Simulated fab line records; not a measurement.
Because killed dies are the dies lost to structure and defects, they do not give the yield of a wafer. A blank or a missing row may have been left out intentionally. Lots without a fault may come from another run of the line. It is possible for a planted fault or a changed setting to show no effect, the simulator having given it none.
The tool behind it: which one?    flow sky130    36 wafers from 12 lots sampled at 5 of the route's 708 steps

## WHAT EACH GAUGE READ, for each wafer
SKY_VT_ADJUST_LVTN_OVL_MEAS_18. Usual: VT_ADJUST_LVTN_01_OVL typically reads -1.2 nm, with standard deviation 1.3.
lot   measured      on          VT_ADJUST_LVTN_01_OVL (nm)  flag
L463  day 8 00:45   overlay-01  -1.6 -3.2 -0.7              
L465  day 8 12:40   overlay-02  -0.8 0.6 -0.7               
L467  day 9 01:05   overlay-01  -2.7 -1.2 -3.4              
L469  day 9 15:56   overlay-02  -2.6 -1.2 -0.8              
L470  day 9 22:22   overlay-02  0.4 0.4 -1.2                
L471  day 10 04:01  overlay-01  -0.6 -0.5 -1.6              
L474  day 11 01:11  overlay-02  -1.5 -0.3 -1.6              
L476  day 11 17:40  overlay-02  -0.6 -1.1 -1.8              
L479  day 12 17:38  overlay-01  -2.5 -2.7 -3.6              
L480  day 13 00:53  overlay-02  -2.6 -3.8 -3.5              
L481  day 13 04:43  overlay-01  -1.8 -1.1 -2.8              
L482  day 13 08:04  overlay-01  0.4 -3.6 -1.2               

SKY_SONOS_TUNNEL_CD_MEAS_07 targets a cd of 410 nm. Usual: cd-nm 410 nm, standard deviation 3.
lot   measured      on         cd-nm (nm)   flag
L463  day 11 17:59  cd-sem-01  415 414 412  
L465  day 12 06:10  cd-sem-01  407 410 409  
L467  day 12 21:07  cd-sem-01  409 410 410  
L469  day 13 13:38  cd-sem-01  405 404 407  
L470  day 13 21:20  cd-sem-01  410 407 409  
L471  day 14 04:11  cd-sem-01  413 411 414  
L474  day 15 04:43  cd-sem-02  410 411 410  
L476  day 15 22:49  cd-sem-02  414 415 416  
L479  day 16 21:23  cd-sem-02  414 412 413  
L480  day 17 03:37  cd-sem-02  412 411 411  
L481  day 17 08:35  cd-sem-02  409 408 409  
L482  day 17 12:11  cd-sem-02  409 407 408  

SKY_GATE_OXIDE_THK_MEAS_02. Usual: GATE_OXIDE_OXIDATION_00_THK typically reads 10.31 nm, with standard deviation 0.25.
lot   measured      on             GATE_OXIDE_OXIDATION_00_THK (nm)  flag
L463  day 13 03:31  film-metro-03  10.58 10.72 10.60                 
L465  day 13 16:41  film-metro-01  10.26 10.08 10.01                 
L467  day 18 00:02  film-metro-04  10.36 10.27 10.40                 
L469  day 18 01:27  film-metro-01  10.27 10.39 10.42                 
L470  day 18 01:27  film-metro-04  10.44 10.60 10.41                 
L471  day 18 00:42  film-metro-03  10.11 10.36 10.16                 
L474  day 18 09:22  film-metro-03  10.39 10.28 10.14                 
L476  day 18 09:23  film-metro-01  10.13 9.82 10.06                  
L479  day 18 15:50  film-metro-03  5.90 6.12 5.93 5.85 6.14 6.00     OFF
L480  day 18 22:48  film-metro-01  6.03 6.21 6.08 6.07 6.17 6.00     OFF
L481  day 19 00:01  film-metro-04  9.96 10.12 9.86                   
L482  day 19 05:07  film-metro-03  10.23 9.88 10.11                  

## EACH LOT AND THE TOOL THAT RAN IT (in order: tool; ch and the chambers of the sampled wafers; start)
lot   SKY_VT_ADJUST_LVTN_STRIP_20           SKY_GATE_OXIDE_OXIDATION_01
L463  plasma-asher-01 ch 1, day 8 00:56     furnace-01 ch 0, day 13 02:05
L465  plasma-asher-04 ch 0,1, day 8 12:51   furnace-02 ch 0, day 13 15:16
L467  plasma-asher-02 ch 0,1, day 9 01:17   furnace-01 ch 0, day 17 22:38
L469  plasma-asher-04 ch 0,1, day 9 16:08   furnace-01 ch 0, day 18 00:02
L470  plasma-asher-01 ch 0,1, day 9 22:32   furnace-01 ch 0, day 18 00:02
L471  plasma-asher-04 ch 0,1, day 10 04:12  furnace-02 ch 0, day 17 23:17
L474  plasma-asher-01 ch 0,1, day 11 01:23  furnace-02 ch 0, day 18 07:57
L476  plasma-asher-02 ch 0,1, day 11 17:53  furnace-02 ch 0, day 18 07:57
L479  plasma-asher-04 ch 0,1, day 12 17:50  furnace-01 ch 0, day 18 14:25
L480  plasma-asher-02 ch 0,1, day 13 01:05  furnace-01 ch 0, day 18 21:23
L481  plasma-asher-02 ch 0,1, day 13 04:53  furnace-02 ch 0, day 18 22:36
L482  plasma-asher-04 ch 0,1, day 13 08:15  furnace-02 ch 0, day 19 03:43
- SKY_VT_ADJUST_LVTN_STRIP_20: strips in O2/N2.
- SKY_GATE_OXIDE_OXIDATION_01: stabilise 600 s, purge 300 s, target thk 10.268 nm.

## WHAT THE TOOLS THEMSELVES READ (means of the sampled wafers that have a number; where no wafer has one, the mark that the record gives instead)
SKY_VT_ADJUST_LVTN_STRIP_20. Usual: drypump-motor-current-A 5.8 A, standard deviation 0.61; oes-product-au 0.716 a.u., standard deviation 0.0046; strip-time-to-endpoint-s 14.18 s, standard deviation 0.042.
lot   tool             drypump-motor-current-A (A)  oes-product-au (a.u.)  strip-time-to-endpoint-s (s)  flag
L463  plasma-asher-01  5.6                          0.720                  14.17                         
L465  plasma-asher-04  5.6                          0.717                  14.13                         
L467  plasma-asher-02  5.8                          0.712                  14.14                         
L469  plasma-asher-04  6.1                          0.716                  14.23                         
L470  plasma-asher-01  5.5                          0.716                  14.23                         
L471  plasma-asher-04  6.1                          0.709                  14.24                         
L474  plasma-asher-01  5.5                          0.721                  14.18                         
L476  plasma-asher-02  6.2                          0.715                  14.23                         
L479  plasma-asher-04  5.6                          0.719                  14.18                         
L480  plasma-asher-02  6.3                          0.717                  14.22                         
L481  plasma-asher-02  5.8                          0.716                  14.21                         
L482  plasma-asher-04  6.1                          0.712                  14.10                         

SKY_GATE_OXIDE_OXIDATION_01. Usual: spike-tc-bottom-C 916 C, standard deviation 4.8; spike-tc-centre-C 899.2 C, standard deviation 1.8.
lot   tool        spike-tc-bottom-C (C)  spike-tc-centre-C (C)  flag
L463  furnace-01  920                    898.1                  
L465  furnace-02  911                    900.7                  
L467  furnace-01  920                    898.0                  
L469  furnace-01  920                    897.5                  
L470  furnace-01  921                    898.4                  
L471  furnace-02  911                    901.3                  
L474  furnace-02  912                    901.2                  
L476  furnace-02  910                    900.1                  
L479  furnace-01  921                    898.4                  
L480  furnace-01  920                    897.5                  
L481  furnace-02  913                    900.8                  
L482  furnace-02  910                    901.9                  

## THE ANSWER, worked out from the rows above alone
Rule: a lot is off if the mean of its wafers that have a number lies more than 3 standard deviations from the usual mean. A lot without any number at a reading at which 4 lots or more have one is off too. Where the step has rows for the other lots, those lots are counted as sound. First the gauges in route order, then the tools' own readings, where a lot's mean is used as printed above. The first step at which some lot is off is used, and at that step the reading that is off furthest; a lot without a number counts as furthest.
Off: L479, L480, at SKY_GATE_OXIDE_THK_MEAS_02 (GATE_OXIDE_OXIDATION_00_THK).
If a tool, at a process step before that reading, ran all the lots that are off and no sound lot after the first of them, it fits. Those tools and the gauges at SKY_GATE_OXIDE_THK_MEAS_02 are tried in the same way. One fits: SKY_GATE_OXIDE_OXIDATION_01 on furnace-01. A fault onset in the window from L469 (day 18 00:02, its last sound lot) to L479 (day 18 14:25, its first lot off) fits.

## WHAT HAD BEEN PUT IN BY THE SIMULATOR
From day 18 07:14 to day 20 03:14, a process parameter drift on furnace-01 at SKY_GATE_OXIDE_OXIDATION_01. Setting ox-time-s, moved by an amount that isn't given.
Struck lots among those shown: L479, L480. The rule above found the same.
